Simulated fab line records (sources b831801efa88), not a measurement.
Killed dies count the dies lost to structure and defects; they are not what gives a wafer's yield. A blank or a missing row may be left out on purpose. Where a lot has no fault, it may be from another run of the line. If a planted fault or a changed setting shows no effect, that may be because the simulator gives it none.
Check for tools in common | flow sky130 | Sampled: 11 lots, 33 wafers

## REASON FOR OPENING
Of 11 lots, 2 have the reading LDD_N_TW flagged at SKY_LDD_N_TW_MEAS_17. Fault-free wafers read 2583, with a standard deviation of 31.
Rule: flag the lot when none of its wafers has a number, or when each of its wafers that has one lies beyond 4 standard deviations from that mean. All remaining lots are regarded as sound.

lot  | measured     | on            | LDD_N_TW, wafer by wafer | flag
L421 | day 18 10:40 | film-metro-02 | 2603 2609 2616           |
L424 | day 19 18:35 | film-metro-03 | 2546 2536 2535           |
L425 | day 19 23:56 | film-metro-03 | 2542 2527 2544           |
L428 | day 21 07:58 | film-metro-02 | 2591 2588 2587           |
L430 | day 21 23:44 | film-metro-03 | 2537 2534 2540           |
L434 | day 23 09:19 | film-metro-04 | 2897 2918 2899           | FLAGGED
L435 | day 23 17:14 | film-metro-04 | 2903 2912 2903           | FLAGGED
L436 | day 23 23:08 | film-metro-02 | 2609 2600 2626           |
L440 | day 26 04:17 | film-metro-04 | 2592 2596 2603           |
L441 | day 26 06:04 | film-metro-02 | 2611 2592 2606           |
L442 | day 27 00:32 | film-metro-02 | 2601 2600 2597           |
The numbers of the flagged lots are 2905 on average: +322 against the usual, or +10 standard deviations.

## WHICH TOOL EACH LOT WENT THROUGH
The record holds 3 process steps before the reading, out of a route of 708 steps. Each cell gives the tool, then ch followed by the chambers the sampled wafers passed through, then the start.
lot  | flag    | SKY_SONOS_ONO_STRIP_17               | SKY_LDD_N_IMPLANT_10            | SKY_LDD_N_STRIP_16
L421 |         | plasma-asher-03 ch 0,1, day 13 07:31 | implanter-01 ch 0, day 18 09:41 | plasma-asher-03 ch 0,1, day 18 10:34
L424 |         | plasma-asher-02 ch 0,1, day 14 08:40 | implanter-01 ch 0, day 19 17:38 | plasma-asher-02 ch 0,1, day 19 18:30
L425 |         | plasma-asher-02 ch 0,1, day 14 16:32 | implanter-04 ch 0, day 19 22:56 | plasma-asher-03 ch 0,1, day 19 23:50
L428 |         | plasma-asher-02 ch 0,1, day 15 18:56 | implanter-04 ch 0, day 21 06:58 | plasma-asher-01 ch 0,1, day 21 07:52
L430 |         | plasma-asher-02 ch 0,1, day 16 11:45 | implanter-01 ch 0, day 21 22:47 | plasma-asher-02 ch 0,1, day 21 23:39
L434 | FLAGGED | plasma-asher-02 ch 0,1, day 17 18:18 | implanter-04 ch 0, day 23 08:19 | plasma-asher-02 ch 0,1, day 23 09:13
L435 | FLAGGED | plasma-asher-01 ch 0,1, day 18 05:02 | implanter-04 ch 0, day 23 16:14 | plasma-asher-03 ch 0,1, day 23 17:07
L436 |         | plasma-asher-02 ch 0,1, day 18 09:45 | implanter-01 ch 0, day 23 22:08 | plasma-asher-03 ch 1, day 23 23:01
L440 |         | plasma-asher-01 ch 0,1, day 19 21:59 | implanter-01 ch 0, day 26 03:17 | plasma-asher-03 ch 0,1, day 26 04:11
L441 |         | plasma-asher-01 ch 0,1, day 20 07:24 | implanter-02 ch 0, day 26 05:04 | plasma-asher-01 ch 0,1, day 26 05:58
L442 |         | plasma-asher-02 ch 0,1, day 21 18:38 | implanter-02 ch 0, day 26 23:34 | plasma-asher-03 ch 0,1, day 27 00:27
What the steps here do:
- SKY_SONOS_ONO_STRIP_17: strips in O2/N2.
- SKY_LDD_N_IMPLANT_10
- SKY_LDD_N_STRIP_16: strips in O2/N2.
- SKY_LDD_N_TW_MEAS_17

## FLAGGED AGAINST TOTAL, ONE TOOL AT A TIME (gauges that did the reading follow at the end)
step                   | tool            | lots run | flagged | share of the flagged lots | sound lots run after its first flagged lot
SKY_SONOS_ONO_STRIP_17 | plasma-asher-01 | 3        | 1       | some                      | 2 (L440,L441)
SKY_SONOS_ONO_STRIP_17 | plasma-asher-02 | 7        | 1       | some                      | 2 (L436,L442)
SKY_SONOS_ONO_STRIP_17 | plasma-asher-03 | 1        | 0       | none                      | -
SKY_LDD_N_IMPLANT_10   | implanter-01    | 5        | 0       | none                      | -
SKY_LDD_N_IMPLANT_10   | implanter-02    | 2        | 0       | none                      | -
SKY_LDD_N_IMPLANT_10   | implanter-04    | 4        | 2       | all                       | 0
SKY_LDD_N_STRIP_16     | plasma-asher-01 | 2        | 0       | none                      | -
SKY_LDD_N_STRIP_16     | plasma-asher-02 | 3        | 1       | some                      | 0
SKY_LDD_N_STRIP_16     | plasma-asher-03 | 6        | 1       | some                      | 3 (L436,L440,L442)
SKY_LDD_N_TW_MEAS_17   | film-metro-02   | 5        | 0       | none                      | -
SKY_LDD_N_TW_MEAS_17   | film-metro-03   | 3        | 0       | none                      | -
SKY_LDD_N_TW_MEAS_17   | film-metro-04   | 3        | 2       | all                       | 1 (L440)

## THE TABLE: WHAT IT ALLOWS
implanter-04 at SKY_LDD_N_IMPLANT_10 and film-metro-04 at SKY_LDD_N_TW_MEAS_17 are the 2 rows of the table that ran each flagged lot.
- implanter-04 at SKY_LDD_N_IMPLANT_10 ran 4 lots, 2 of them flagged. A fault beginning between L428 (day 21 06:58), its last sound lot, and L434 (day 23 08:19), its first flagged one, fits the data. Its own readings lie more than 4 standard deviations out on every wafer of the flagged lots: beam-on-s, dose-ions-cm2, faraday-current-uA.
- film-metro-04 at SKY_LDD_N_TW_MEAS_17 ran 3 lots, 2 of them flagged. Sound lots ran on it after the first flagged one (L440), which a lasting fault on the whole tool wouldn't allow.
Just one tool remains: implanter-04 at SKY_LDD_N_IMPLANT_10.

## WHAT THE SIMULATOR PUT IN
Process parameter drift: implanter-04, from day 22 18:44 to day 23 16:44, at SKY_LDD_N_IMPLANT_10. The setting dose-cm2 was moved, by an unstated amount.
Shown lots that were struck: L434, L435. This agrees with what the rule above found.
